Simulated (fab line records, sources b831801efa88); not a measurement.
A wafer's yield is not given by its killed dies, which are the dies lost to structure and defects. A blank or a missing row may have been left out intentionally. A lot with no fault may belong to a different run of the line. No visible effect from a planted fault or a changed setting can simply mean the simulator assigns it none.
What tool caused it? + flow sky130 + 12 lots, 36 wafers sampled, at 2 steps of a route of 708

WHAT EACH GAUGE READ, for each wafer
SKY_METAL2_CD_MEAS_15: target cd 140 nm.
| lot  | measured     | on       | cdNm (nm)         |
|------|--------------|----------|-------------------|
| L075 | day 35 19:38 | cdSem-01 | 139.7 140.5 139.1 |
| L077 | day 36 02:59 | cdSem-02 | 137.3 137.8 137.3 |
| L079 | day 36 19:41 | cdSem-01 | 139.3 137.6 138.2 |
| L081 | day 37 16:25 | cdSem-02 | 137.0 137.9 139.4 |
| L083 | day 37 23:41 | cdSem-01 | 139.2 138.6 138.0 |
| L085 | day 38 11:46 | cdSem-01 | 139.3 140.9 138.0 |
| L087 | day 39 03:11 | cdSem-02 | 140.0 138.9 140.8 |
| L089 | day 39 22:56 | cdSem-01 | 139.7 139.8 139.0 |
| L091 | day 40 08:20 | cdSem-02 | 139.1 142.3 140.8 |
| L093 | day 41 02:40 | cdSem-01 | 141.7 141.3 142.4 |
| L095 | day 41 09:16 | cdSem-02 | 140.1 139.0 138.5 |
| L097 | day 41 22:37 | cdSem-02 | 141.8 139.5 141.0 |

TOOL THAT RAN EACH LOT (tool first, then ch and the chambers of the sampled wafers, then the start)
| lot  | SKY_LDD_HVP_STRIP_09                |
|------|-------------------------------------|
| L075 | plasmaAsher-01 ch 0,1, day 22 07:37 |
| L077 | plasmaAsher-02 ch 0,1, day 22 19:25 |
| L079 | plasmaAsher-02 ch 0,1, day 23 15:22 |
| L081 | plasmaAsher-04 ch 0,1, day 24 12:13 |
| L083 | plasmaAsher-04 ch 0,1, day 24 21:49 |
| L085 | plasmaAsher-01 ch 0,1, day 25 12:49 |
| L087 | plasmaAsher-01 ch 0,1, day 26 04:40 |
| L089 | plasmaAsher-04 ch 0,1, day 27 08:25 |
| L091 | plasmaAsher-01 ch 0,1, day 27 15:19 |
| L093 | plasmaAsher-01 ch 0,1, day 28 14:01 |
| L095 | plasmaAsher-04 ch 0,1, day 28 19:58 |
| L097 | plasmaAsher-04 ch 1, day 29 16:16   |
- SKY_LDD_HVP_STRIP_09: strips in O2/N2.

THE ANSWER, worked out from the rows above alone
Rule: the lots themselves supply what counts as usual. The widest of any qualifying gaps counts: lots, ordered by their means at a reading, are off when they make up no more than a third of the lots, leave a main group of 4 or more, and stand apart from it by 3 or more times the standard deviation of that group's means. Not used: any main group whose means are identical at the precision the tables above print for the reading. Also off: a lot with no number at a reading for which 4 or more lots have one. Where the step has rows for the other lots, those lots are counted as sound.
Nothing can be told from this: no lot is off at any reading shown.

WHAT WAS PUT IN BY THE SIMULATOR
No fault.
